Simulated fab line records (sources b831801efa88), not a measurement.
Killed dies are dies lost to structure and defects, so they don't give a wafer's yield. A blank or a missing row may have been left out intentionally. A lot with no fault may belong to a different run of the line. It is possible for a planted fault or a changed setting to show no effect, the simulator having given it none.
What tool caused it? -- flow sky130 -- 36 wafers from 12 lots sampled at 5 of the route's 708 steps

== WHAT THE GAUGES READ, wafer by wafer ==
SKY_NWELL_TW_MEAS_26.
lot,measured,on,NWELL_2_TW
L471,day 5 08:55,film metro-02,501.0 498.8 498.2
L472,day 5 13:32,film metro-02,500.4 503.0 500.2
L473,day 5 23:52,film metro-02,499.8 499.1 499.7
L477,day 6 19:50,film metro-04,503.9 499.3 501.9
L478,day 7 07:35,film metro-01,499.8 497.4 499.1
L481,day 8 00:41,film metro-04,503.2 504.3 503.1
L482,day 8 03:29,film metro-04,504.0 502.2 502.2
L488,day 9 14:50,film metro-02,495.9 499.4 499.9
L489,day 9 18:19,film metro-04,464.6 463.2 461.5
L490,day 10 01:22,film metro-01,463.6 461.2 462.1
L493,day 11 01:02,film metro-01,503.2 497.0 498.2
L494,day 11 03:37,film metro-01,498.8 498.1 498.8

SKY_NWELL_RS_MEAS_31: measures by four-point-probe.
lot,measured,on,PWDE_RS (ohm/sq)
L471,day 5 09:22,film metro-04,5273 5280 5276
L472,day 5 14:00,film metro-04,5289 5302 5297
L473,day 6 00:19,film metro-04,5289 5289 5296
L477,day 6 20:19,film metro-01,5288 5295 5292
L478,day 7 08:04,film metro-04,5298 5310 5295
L481,day 8 01:10,film metro-02,5284 5286 5292
L482,day 8 03:58,film metro-01,5250 5273 5259
L488,day 9 15:17,film metro-01,5301 5264 5275
L489,day 9 18:47,film metro-04,5240 5255 5241
L490,day 10 01:49,film metro-04,5277 5281 5272
L493,day 11 01:29,film metro-02,5287 5290 5273
L494,day 11 04:04,film metro-04,5249 5262 5283

== TOOL THAT RAN EACH LOT (tool first, then ch and the chambers of the sampled wafers, then the start) ==
lot,SKY_DNWELL_STRIP_08,SKY_NWELL_IMPLANT_24,SKY_NWELL_RTA_28
L471,"plasma asher-02 ch 0,1, day 3 04:26","implanter-03 ch 0, day 5 08:40","rtp anneal-01 ch 0, day 5 09:01"
L472,"plasma asher-02 ch 0,1, day 3 08:32","implanter-04 ch 0, day 5 13:18","rtp anneal-02 ch 0, day 5 13:40"
L473,"plasma asher-01 ch 0,1, day 3 17:47","implanter-04 ch 0, day 5 23:37","rtp anneal-02 ch 0, day 5 23:59"
L477,"plasma asher-01 ch 0,1, day 4 11:25","implanter-04 ch 0, day 6 19:37","rtp anneal-02 ch 0, day 6 19:58"
L478,"plasma asher-01 ch 0,1, day 4 22:31","implanter-04 ch 0, day 7 07:22","rtp anneal-01 ch 0, day 7 07:43"
L481,"plasma asher-03 ch 0,1, day 5 14:20","implanter-04 ch 0, day 8 00:28","rtp anneal-01 ch 0, day 8 00:49"
L482,"plasma asher-03 ch 0,1, day 5 16:34","implanter-04 ch 0, day 8 03:16","rtp anneal-02 ch 0, day 8 03:37"
L488,"plasma asher-03 ch 0,1, day 6 23:17","implanter-03 ch 0, day 9 14:35","rtp anneal-02 ch 0, day 9 14:56"
L489,"plasma asher-02 ch 0,1, day 7 04:25","implanter-04 ch 0, day 9 18:07","rtp anneal-02 ch 0, day 9 18:26"
L490,"plasma asher-01 ch 0,1, day 7 09:02","implanter-04 ch 0, day 10 01:07","rtp anneal-01 ch 0, day 10 01:28"
L493,"plasma asher-01 ch 0, day 8 08:32","implanter-03 ch 0, day 11 00:47","rtp anneal-01 ch 0, day 11 01:08"
L494,"plasma asher-01 ch 0,1, day 8 11:56","implanter-01 ch 0, day 11 03:22","rtp anneal-02 ch 0, day 11 03:43"
- SKY_DNWELL_STRIP_08: strips in O2/N2.
- SKY_NWELL_IMPLANT_24
- SKY_NWELL_RTA_28: time 30 s.

== WHAT THE TOOLS THEMSELVES READ (means of the sampled wafers that have a number; where no wafer has one, the mark that the record gives instead) ==
SKY_DNWELL_STRIP_08.
lot,tool,drypump motor current A (A),o2 flow sccm (sccm),oes product au (a.u.),strip time to endpoint s (s)
L471,plasma asher-02,5.7,2983,0.726,36.79
L472,plasma asher-02,5.8,3007,0.721,36.80
L473,plasma asher-01,5.7,2996,0.724,36.93
L477,plasma asher-01,5.9,2997,0.723,36.80
L478,plasma asher-01,5.7,2996,0.722,37.05
L481,plasma asher-03,5.6,2996,0.723,37.04
L482,plasma asher-03,5.6,2997,0.723,36.85
L488,plasma asher-03,5.9,2999,0.722,36.86
L489,plasma asher-02,5.8,2997,0.722,36.90
L490,plasma asher-01,5.7,3001,0.720,36.82
L493,plasma asher-01,5.5,3005,0.722,37.02
L494,plasma asher-01,5.9,3011,0.724,37.01

SKY_NWELL_RTA_28.
lot,tool,lamp power pct (%),ramp down c per s,wafer_temp_C_max
L471,rtp anneal-01,25.32,90.008,1054.0
L472,rtp anneal-02,25.35,90.002,1055.1
L473,rtp anneal-02,25.32,89.999,1055.1
L477,rtp anneal-02,25.36,90.004,1055.2
L478,rtp anneal-01,25.34,89.995,1056.6
L481,rtp anneal-01,25.34,89.993,1054.6
L482,rtp anneal-02,25.28,89.985,1055.2
L488,rtp anneal-02,25.33,89.998,1055.1
L489,rtp anneal-02,25.35,90.020,1054.4
L490,rtp anneal-01,25.36,89.998,1054.5
L493,rtp anneal-01,25.33,89.996,1055.5
L494,rtp anneal-02,25.28,90.002,1053.9

== THE ANSWER, worked out from the rows above alone ==
Rule: what is usual is taken from the lots themselves. Put in order of their means at a reading, lots are off if they are a third of the lots or fewer, leave a main group of 4 or more, and stand apart from it by a gap of 3 or more times the standard deviation of the main group's means; of several such gaps the widest counts. Not used: any main group whose means are identical at the precision the tables above print for the reading. Also off: a lot with no number at a reading for which 4 or more lots have one. All remaining lots with rows at the step are treated as sound. After the gauges, taken in route order, come the tools' own readings; for these a lot's mean is taken, as printed above. The first step at which some lot is off is used, and at that step the reading that is off furthest; a lot without a number counts as furthest.
Off: L489, L490, at SKY_NWELL_TW_MEAS_26 (NWELL_2_TW). Mean 500.3 and standard deviation 1.8 in the main group.
A tool fits if, at a process step before that reading, it ran every lot that is off, and no sound lot after the first of them. The gauges at SKY_NWELL_TW_MEAS_26 are tried like those tools. One candidate fits, namely implanter-04 at SKY_NWELL_IMPLANT_24. A fault onset in the window from L482 (day 8 03:16, its last sound lot) to L489 (day 9 18:07, its first lot off) fits.

== WHAT THE SIMULATOR HAD PUT IN ==
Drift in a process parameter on implanter-04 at SKY_NWELL_IMPLANT_24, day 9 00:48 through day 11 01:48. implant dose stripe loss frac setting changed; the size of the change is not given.
Shown lots that were struck: L489, L490. Same finding as the rule above.
